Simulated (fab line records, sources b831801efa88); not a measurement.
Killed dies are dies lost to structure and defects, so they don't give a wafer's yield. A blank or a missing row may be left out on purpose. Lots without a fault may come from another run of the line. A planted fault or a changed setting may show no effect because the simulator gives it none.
Which tool did it? | flow sfq_line | 14 lots, 42 wafers sampled, at 6 steps of a route of 325

WHAT THE GAUGES READ, wafer by wafer
SFQ_R5_RS_MEAS_933: measures by four-point-probe.
lot  | measured     | on            | R5_MONX_RS (ohm/sq)
L904 | day 56 11:53 | film_metro-02 | 6.88 6.98 6.89
L905 | day 56 13:07 | film_metro-01 | 6.98 6.94 6.92
L906 | day 56 20:44 | film_metro-01 | 7.01 6.89 6.87
L907 | day 57 00:10 | film_metro-01 | 7.13 7.15 7.06
L910 | day 57 13:24 | film_metro-04 | 7.09 6.87 6.96
L912 | day 57 23:01 | film_metro-02 | 6.98 7.01 6.98
L913 | day 58 02:04 | film_metro-02 | 7.10 7.10 7.10
L914 | day 58 04:46 | film_metro-01 | 7.13 7.02 6.93
L915 | day 58 07:44 | film_metro-04 | 7.09 7.09 7.10
L916 | day 59 12:28 | film_metro-01 | 7.08 7.14 7.05
L920 | day 60 09:30 | film_metro-02 | 7.03 7.15 7.02
L925 | day 61 02:55 | film_metro-02 | 90.94 89.89 94.26
L926 | day 61 05:56 | film_metro-02 | 96.74 93.51 93.28
L927 | day 61 21:46 | film_metro-01 | 7.04 7.05 6.98

SFQ_R5_THK_MEAS_934: measures by xrf.
lot  | measured     | on            | R5_MONX_THK (nm)
L904 | day 56 12:00 | film_metro-02 | 40.8 39.9 40.3
L905 | day 56 13:13 | film_metro-01 | 39.5 39.7 39.5
L906 | day 56 20:51 | film_metro-01 | 39.5 40.1 40.5
L907 | day 57 00:17 | film_metro-01 | 39.2 39.0 39.4
L910 | day 57 13:29 | film_metro-04 | 39.2 40.4 40.2
L912 | day 57 23:07 | film_metro-02 | 40.2 39.7 40.2
L913 | day 58 02:11 | film_metro-02 | 39.3 39.0 39.4
L914 | day 58 04:52 | film_metro-01 | 38.8 39.5 39.9
L915 | day 58 07:51 | film_metro-04 | 39.5 39.2 39.3
L916 | day 59 12:34 | film_metro-01 | 39.2 38.8 39.4
L920 | day 60 09:37 | film_metro-02 | 39.6 39.0 39.7
L925 | day 61 03:01 | film_metro-02 | <0.0 <0.0 <0.0
L926 | day 61 06:04 | film_metro-02 | <0.0 <0.0 <0.0
L927 | day 61 21:53 | film_metro-01 | 39.3 39.2 39.6

SFQ_R5_OVL_MEAS_935.
lot  | measured     | on         | R5_OVL (nm)
L904 | day 62 07:55 | overlay-02 | 1 5 -6
L905 | day 62 09:08 | overlay-02 | 1 12 2
L906 | day 62 17:20 | overlay-02 | 9 8 7
L907 | day 62 19:43 | overlay-01 | 3 8 4
L910 | day 63 05:20 | overlay-01 | 3 -6 -7
L912 | day 63 11:20 | overlay-02 | 11 5 8
L913 | day 63 16:07 | overlay-01 | 2 4 7
L914 | day 63 17:20 | overlay-01 | -4 -3 -3
L915 | day 63 19:44 | overlay-01 | -5 5 -1
L916 | day 64 23:20 | overlay-02 | 7 11 5
L920 | day 65 21:21 | overlay-01 | -3 6 11
L925 | day 66 12:57 | overlay-01 | 7 5 2
L926 | day 66 15:21 | overlay-02 | 3 1 3
L927 | day 66 23:45 | overlay-01 | 0 -2 -2

WHICH TOOL RAN EACH LOT (tool, then ch and the chambers of the sampled wafers, then the start)
lot  | SFQ_TRILAYER_A5B_CMP_CMP_130  | SFQ_TRILAYER_R5_DEP_SPUTTER_132 | SFQ_TRILAYER_R5_DEP_SPUTTER_133
L904 | cmp-01 ch 1,2, day 56 08:05   | pvd_sputter-05, day 56 11:47    | pvd_sputter-05, day 56 11:49
L905 | cmp-02 ch 0,2, day 56 09:17   | pvd_sputter-06, day 56 12:59    | pvd_sputter-06, day 56 13:01
L906 | cmp-02 ch 1,2,3, day 56 16:26 | pvd_sputter-04, day 56 20:38    | pvd_sputter-04, day 56 20:39
L907 | cmp-01 ch 1,2,3, day 56 19:53 | pvd_sputter-04, day 57 00:05    | pvd_sputter-04, day 57 00:06
L910 | cmp-01 ch 0,3, day 57 09:33   | pvd_sputter-06, day 57 13:16    | pvd_sputter-06, day 57 13:18
L912 | cmp-01 ch 0,1,2, day 57 20:11 | pvd_sputter-05, day 57 22:53    | pvd_sputter-05, day 57 22:55
L913 | cmp-01 ch 1,2,3, day 57 22:16 | pvd_sputter-04, day 58 01:58    | pvd_sputter-04, day 58 01:59
L914 | cmp-02 ch 0,1,3, day 58 00:26 | pvd_sputter-06, day 58 04:38    | pvd_sputter-06, day 58 04:39
L915 | cmp-02 ch 0,2,3, day 58 04:26 | pvd_sputter-05, day 58 07:38    | pvd_sputter-05, day 58 07:39
L916 | cmp-01 ch 0,1,2, day 59 09:08 | pvd_sputter-06, day 59 12:20    | pvd_sputter-06, day 59 12:22
L920 | cmp-02 ch 0,2,3, day 60 05:13 | pvd_sputter-04, day 60 09:25    | pvd_sputter-04, day 60 09:26
L925 | cmp-01 ch 0,1,3, day 60 23:06 | pvd_sputter-06, day 61 02:48    | pvd_sputter-06, day 61 02:49
L926 | cmp-01 ch 0,1,2, day 61 01:38 | pvd_sputter-04, day 61 05:50    | pvd_sputter-04, day 61 05:52
L927 | cmp-01 ch 0,2,3, day 61 18:29 | pvd_sputter-05, day 61 21:41    | pvd_sputter-05, day 61 21:42
- SFQ_TRILAYER_A5B_CMP_CMP_130: polishes, stops on Nb, target thk 340.7 nm.
- SFQ_TRILAYER_R5_DEP_SPUTTER_132: material Ti, target thk 5 nm, time 5 s.
- SFQ_TRILAYER_R5_DEP_SPUTTER_133: material MoNx, target thk 40 nm, time 66.7 s.

WHAT THE TOOLS THEMSELVES READ (means of the sampled wafers that have a number; where no wafer has one, the mark that the record gives instead)
SFQ_TRILAYER_A5B_CMP_CMP_130.
lot  | tool   | motor_current_A (A) | slurry_flow_ml_min
L904 | cmp-01 | 9.1                 | 150.0
L905 | cmp-02 | 10.2                | 150.0
L906 | cmp-02 | 9.8                 | 150.2
L907 | cmp-01 | 9.6                 | 150.1
L910 | cmp-01 | 9.2                 | 150.1
L912 | cmp-01 | 9.1                 | 149.8
L913 | cmp-01 | 9.5                 | 150.1
L914 | cmp-02 | 9.8                 | 150.1
L915 | cmp-02 | 9.8                 | 150.1
L916 | cmp-01 | 8.8                 | 150.1
L920 | cmp-02 | 9.9                 | 149.2
L925 | cmp-01 | 9.4                 | 150.2
L926 | cmp-01 | 9.2                 | 149.9
L927 | cmp-01 | 9.5                 | 150.2

SFQ_TRILAYER_R5_DEP_SPUTTER_132.
lot  | tool           | base_pressure_pa (Pa) | cathode_dc_power_W (W) | throttle_valve_pct (%)
L904 | pvd_sputter-05 | 1.29e-06              | 2000.2                 | 29.6
L905 | pvd_sputter-06 | 1.34e-06              | 2000.1                 | 29.8
L906 | pvd_sputter-04 | 1.32e-06              | 1999.9                 | 29.6
L907 | pvd_sputter-04 | 1.31e-06              | 1999.8                 | 30.7
L910 | pvd_sputter-06 | 1.32e-06              | 2000.3                 | 30.5
L912 | pvd_sputter-05 | 1.42e-06              | 2000.1                 | 29.2
L913 | pvd_sputter-04 | 1.23e-06              | 2000.0                 | 29.7
L914 | pvd_sputter-06 | 1.30e-06              | 2000.0                 | 30.3
L915 | pvd_sputter-05 | 1.35e-06              | 1999.9                 | 29.3
L916 | pvd_sputter-06 | 1.39e-06              | 2000.3                 | 29.3
L920 | pvd_sputter-04 | 1.34e-06              | 2000.0                 | 30.1
L925 | pvd_sputter-06 | 1.36e-06              | 2000.2                 | 30.0
L926 | pvd_sputter-04 | 1.39e-06              | 1999.9                 | 30.6
L927 | pvd_sputter-05 | 1.32e-06              | 2000.2                 | 29.2

SFQ_TRILAYER_R5_DEP_SPUTTER_133.
lot  | tool           | base_pressure_pa (Pa) | cathode_dc_power_W (W) | throttle_valve_pct (%)
L904 | pvd_sputter-05 | 1.38e-06              | 1000.1                 | 29.5
L905 | pvd_sputter-06 | 1.31e-06              | 999.9                  | 30.0
L906 | pvd_sputter-04 | 1.36e-06              | 999.9                  | 29.8
L907 | pvd_sputter-04 | 1.33e-06              | 1000.1                 | 30.7
L910 | pvd_sputter-06 | 1.31e-06              | 1000.1                 | 30.4
L912 | pvd_sputter-05 | 1.34e-06              | 1000.2                 | 29.1
L913 | pvd_sputter-04 | 1.38e-06              | 1000.2                 | 29.7
L914 | pvd_sputter-06 | 1.36e-06              | 1000.1                 | 30.3
L915 | pvd_sputter-05 | 1.28e-06              | 1000.0                 | 29.2
L916 | pvd_sputter-06 | 1.38e-06              | 1000.2                 | 29.5
L920 | pvd_sputter-04 | 1.34e-06              | 999.9                  | 30.4
L925 | pvd_sputter-06 | -                     | -                      | -
L926 | pvd_sputter-04 | -                     | -                      | -
L927 | pvd_sputter-05 | 1.33e-06              | 999.8                  | 29.3

THE ANSWER, worked out from the rows above alone
Rule: what is usual is taken from the lots themselves. Put in order of their means at a reading, lots are off if they are a third of the lots or fewer, leave a main group of 4 or more, and stand apart from it by a gap of 3 or more times the standard deviation of the main group's means; of several such gaps the widest counts. A main group whose means are all the same, to the digits that the tables above print for the reading, isn't used. A lot without any number at a reading at which 4 lots or more have one is off too. The other lots that the step has rows for count as sound. The gauges are gone through in route order, then the tools' own readings, and for those a lot's mean is taken as printed above. The first step at which some lot is off is used, and at that step the reading that is off furthest; a lot without a number counts as furthest.
Off: L925, L926, at SFQ_R5_RS_MEAS_933 (R5_MONX_RS). The main group: mean 7.02 ohm/sq, standard deviation 0.068.
A tool fits if, at a process step before that reading, it ran every lot that is off, and no sound lot after the first of them. The gauges at SFQ_R5_RS_MEAS_933 aren't tried: what is off there is off at SFQ_TRILAYER_R5_DEP_SPUTTER_133 too, on other tools, and a gauge's error can't cause that. None of those tried fits.

WHAT THE SIMULATOR HAD PUT IN
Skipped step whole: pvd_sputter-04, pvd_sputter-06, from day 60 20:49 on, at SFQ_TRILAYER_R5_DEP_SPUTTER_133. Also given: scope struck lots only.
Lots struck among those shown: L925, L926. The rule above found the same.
